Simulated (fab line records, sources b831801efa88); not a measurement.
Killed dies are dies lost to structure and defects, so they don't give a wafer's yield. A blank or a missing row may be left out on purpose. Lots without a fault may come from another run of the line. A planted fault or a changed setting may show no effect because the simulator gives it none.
Chamber matching | flow gf180mcu | GF_CONTACT_CMP_04 on cmp-02: 4 sister chambers
The step polishes SiO2. 4 wafers are shown with their chamber, then 8 later ones without.

WAFERS WITH THEIR CHAMBER
wafer  | chamber | motor_current_A (A)
L221.2 | 3       | 10.6
L222.1 | 1       | 12.2
L222.6 | 2       | 13.4
L230.1 | 0       | 12.4

WAFERS WITHOUT THEIR CHAMBER
wafer  | motor_current_A (A)
L230.2 | 11.0
L230.5 | 12.8
L232.1 | 12.0
L232.3 | 13.4
L232.4 | 10.5
L234.1 | 11.2
L234.3 | 13.2
L234.4 | 12.1

WHICH CHAMBER EACH WENT THROUGH
wafer  | from the rows above          | in truth
L230.2 | 3                            | 3
L230.5 | can't be placed: 0 or 2 or 1 | 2
L232.1 | can't be placed: 1 or 0      | 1
L232.3 | 2                            | 2
L232.4 | 3                            | 3
L234.1 | can't be placed: 3 or 1 or 0 | 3
L234.3 | can't be placed: 2 or 0      | 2
L234.4 | can't be placed: 1 or 0      | 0
Placed correctly: 3 of 8. Can't be placed from these rows: 5 (the true chamber is among the candidates in 5). Placed wrongly: 0.
How it was worked out, from the rows above alone: a wafer's distance from a chamber is the root of the sum, over the readings, of the square of ((its reading less the chamber's mean) divided by the reading's scatter). The wafer belongs to the nearest chamber; if the next one is less than 2 further off, it can't be placed. A chamber's mean is the mean of its shown wafers. The scatter: with one shown wafer a chamber, the root of the mean of the squares of how far each hidden wafer lies from its nearest shown one.
